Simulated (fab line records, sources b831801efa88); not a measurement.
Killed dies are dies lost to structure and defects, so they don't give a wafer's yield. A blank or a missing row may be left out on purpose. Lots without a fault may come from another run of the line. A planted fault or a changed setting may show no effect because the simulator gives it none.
Which tool did it? | flow gf180mcu | 13 lots, 39 wafers sampled, at 4 steps of a route of 602

WHAT THE GAUGES READ, wafer by wafer
GF_VT_IMPLANT_TW_MEAS_10. Usual: VT_IMPLANT_TW 565, standard deviation 5.4.
lot  | measured     | on            | VT_IMPLANT_TW | flag
L546 | day 5 20:50  | film_metro-04 | 562 563 562   |
L547 | day 6 01:43  | film_metro-02 | 565 563 561   |
L548 | day 6 08:58  | film_metro-04 | 562 565 563   |
L549 | day 6 16:25  | film_metro-04 | 565 564 565   |
L551 | day 7 04:44  | film_metro-02 | 565 565 567   |
L552 | day 7 14:26  | film_metro-04 | 563 562 562   |
L555 | day 8 04:31  | film_metro-04 | 30 30 30      | OFF
L562 | day 9 22:46  | film_metro-04 | 563 565 564   |
L564 | day 10 12:16 | film_metro-04 | 559 561 559   |
L565 | day 10 17:34 | film_metro-01 | 576 574 572   |
L566 | day 10 23:56 | film_metro-04 | 560 559 560   |
L567 | day 11 04:43 | film_metro-04 | 560 560 562   |
L568 | day 11 14:01 | film_metro-01 | 573 574 573   |

GF_VT_IMPLANT_RS_MEAS_47: measures by four-point-probe. Usual: NWELL_RS 488.2 ohm/sq, standard deviation 1.2.
lot  | measured     | on            | NWELL_RS (ohm/sq) | flag
L546 | day 7 18:52  | film_metro-03 | 488.6 490.2 488.9 |
L547 | day 8 01:56  | film_metro-01 | 488.0 489.3 487.6 |
L548 | day 8 09:24  | film_metro-03 | 486.0 488.2 487.3 |
L549 | day 8 16:46  | film_metro-01 | 489.5 489.7 488.2 |
L551 | day 9 07:03  | film_metro-03 | 491.0 487.8 489.8 |
L552 | day 9 16:40  | film_metro-01 | 491.0 488.0 487.2 |
L555 | day 10 08:37 | film_metro-04 | 489.5 488.6 489.0 |
L562 | day 12 04:34 | film_metro-04 | 488.5 488.7 486.5 |
L564 | day 12 20:31 | film_metro-03 | 486.8 487.1 487.3 |
L565 | day 13 02:24 | film_metro-04 | 485.2 486.9 487.0 |
L566 | day 13 10:10 | film_metro-04 | 490.6 490.1 489.4 |
L567 | day 13 15:59 | film_metro-04 | 487.4 486.5 487.5 |
L568 | day 14 03:00 | film_metro-03 | 488.3 489.1 488.6 |

WHICH TOOL RAN EACH LOT (tool, then ch and the chambers of the sampled wafers, then the start)
lot  | GF_MVPSD_STRIP_10                    | GF_VT_IMPLANT_STRIP_09
L546 | plasma_asher-01 ch 0,1, day 5 05:55  | plasma_asher-04 ch 0,1, day 5 20:44
L547 | plasma_asher-02 ch 1, day 5 11:10    | plasma_asher-03 ch 1, day 6 01:37
L548 | plasma_asher-02 ch 0,1, day 5 18:03  | plasma_asher-03 ch 0,1, day 6 08:52
L549 | plasma_asher-03 ch 0,1, day 6 01:12  | plasma_asher-03 ch 0, day 6 16:19
L551 | plasma_asher-02 ch 0,1, day 6 13:18  | plasma_asher-01 ch 0,1, day 7 04:38
L552 | plasma_asher-02 ch 0,1, day 6 22:01  | plasma_asher-01 ch 0,1, day 7 14:20
L555 | plasma_asher-03 ch 0,1, day 7 12:03  | plasma_asher-03 ch 0,1, day 8 04:25
L562 | plasma_asher-02 ch 0,1, day 9 05:31  | plasma_asher-03 ch 0,1, day 9 22:40
L564 | plasma_asher-02 ch 0,1, day 9 19:09  | plasma_asher-04 ch 0,1, day 10 12:10
L565 | plasma_asher-03 ch 0,1, day 10 00:04 | plasma_asher-04 ch 0,1, day 10 17:28
L566 | plasma_asher-03 ch 0,1, day 10 06:22 | plasma_asher-04 ch 0, day 10 23:50
L567 | plasma_asher-01 ch 0,1, day 10 11:16 | plasma_asher-01 ch 0,1, day 11 04:37
L568 | plasma_asher-02 ch 0,1, day 10 20:12 | plasma_asher-03 ch 0,1, day 11 13:55
- GF_MVPSD_STRIP_10: strips in O2/N2.
- GF_VT_IMPLANT_STRIP_09: strips in O2/N2.

WHAT THE TOOLS THEMSELVES READ (means of the sampled wafers that have a number; where no wafer has one, the mark that the record gives instead)
GF_MVPSD_STRIP_10. Usual: drypump_motor_current_A 5.8 A, standard deviation 0.43; heater_power_w 356 W, standard deviation 24; oes_product_au 0.723 a.u., standard deviation 0.0045; strip_time_to_endpoint_s 36.91 s, standard deviation 0.089.
lot  | tool            | drypump_motor_current_A (A) | heater_power_w (W) | oes_product_au (a.u.) | strip_time_to_endpoint_s (s) | flag
L546 | plasma_asher-01 | 5.2                         | 378                | 0.722                 | 37.04                        |
L547 | plasma_asher-02 | 6.2                         | 328                | 0.722                 | 36.91                        |
L548 | plasma_asher-02 | 6.1                         | 344                | 0.724                 | 36.94                        |
L549 | plasma_asher-03 | 5.6                         | 342                | 0.727                 | 36.87                        |
L551 | plasma_asher-02 | 6.0                         | 359                | 0.723                 | 36.98                        |
L552 | plasma_asher-02 | 6.1                         | 341                | 0.723                 | 36.90                        |
L555 | plasma_asher-03 | 5.8                         | 353                | 0.970                 | -                            | OFF
L562 | plasma_asher-02 | 5.9                         | 362                | 0.721                 | 37.02                        |
L564 | plasma_asher-02 | 6.0                         | 359                | 0.725                 | 36.85                        |
L565 | plasma_asher-03 | 5.6                         | 339                | 0.727                 | 37.01                        |
L566 | plasma_asher-03 | 5.8                         | 355                | 0.723                 | 36.86                        |
L567 | plasma_asher-01 | 5.5                         | 376                | 0.719                 | 36.96                        |
L568 | plasma_asher-02 | 6.1                         | 345                | 0.723                 | 36.96                        |

GF_VT_IMPLANT_STRIP_09. Usual: drypump_motor_current_A 5.6 A, standard deviation 0.47; heater_power_w 350 W, standard deviation 26; oes_product_au 0.716 a.u., standard deviation 0.0046; strip_time_to_endpoint_s 12.655 s, standard deviation 0.03.
lot  | tool            | drypump_motor_current_A (A) | heater_power_w (W) | oes_product_au (a.u.) | strip_time_to_endpoint_s (s) | flag
L546 | plasma_asher-04 | 5.7                         | 317                | 0.719                 | 12.688                       |
L547 | plasma_asher-03 | 6.0                         | 370                | 0.720                 | 12.668                       |
L548 | plasma_asher-03 | 5.8                         | 356                | 0.717                 | 12.684                       |
L549 | plasma_asher-03 | 5.4                         | 325                | 0.712                 | 12.637                       |
L551 | plasma_asher-01 | 5.1                         | 378                | 0.717                 | 12.655                       |
L552 | plasma_asher-01 | 5.5                         | 381                | 0.713                 | 12.593                       |
L555 | plasma_asher-03 | 5.6                         | 336                | 0.713                 | 17.817                       | OFF
L562 | plasma_asher-03 | 5.9                         | 352                | 0.719                 | 12.666                       |
L564 | plasma_asher-04 | 5.7                         | 321                | 0.716                 | 12.655                       |
L565 | plasma_asher-04 | 5.5                         | 332                | 0.713                 | 12.648                       |
L566 | plasma_asher-04 | 5.2                         | 346                | 0.717                 | 12.653                       |
L567 | plasma_asher-01 | 5.1                         | 375                | 0.714                 | 12.644                       |
L568 | plasma_asher-03 | 5.9                         | 347                | 0.719                 | 12.686                       |

THE ANSWER, worked out from the rows above alone
Rule: a lot is off if the mean of its wafers that have a number lies more than 3 standard deviations from the usual mean. A lot without any number at a reading at which 4 lots or more have one is off too. The other lots that the step has rows for count as sound. The gauges are gone through in route order, then the tools' own readings, and for those a lot's mean is taken as printed above. The first step at which some lot is off is used, and at that step the reading that is off furthest; a lot without a number counts as furthest.
Off: L555, at GF_VT_IMPLANT_TW_MEAS_10 (VT_IMPLANT_TW).
A tool fits if, at a process step before that reading, it ran every lot that is off, and no sound lot after the first of them. The gauges at GF_VT_IMPLANT_TW_MEAS_10 aren't tried: what is off there is off at GF_MVPSD_STRIP_10 too, on other tools, and a gauge's error can't cause that. None of those tried fits.

WHAT THE SIMULATOR HAD PUT IN
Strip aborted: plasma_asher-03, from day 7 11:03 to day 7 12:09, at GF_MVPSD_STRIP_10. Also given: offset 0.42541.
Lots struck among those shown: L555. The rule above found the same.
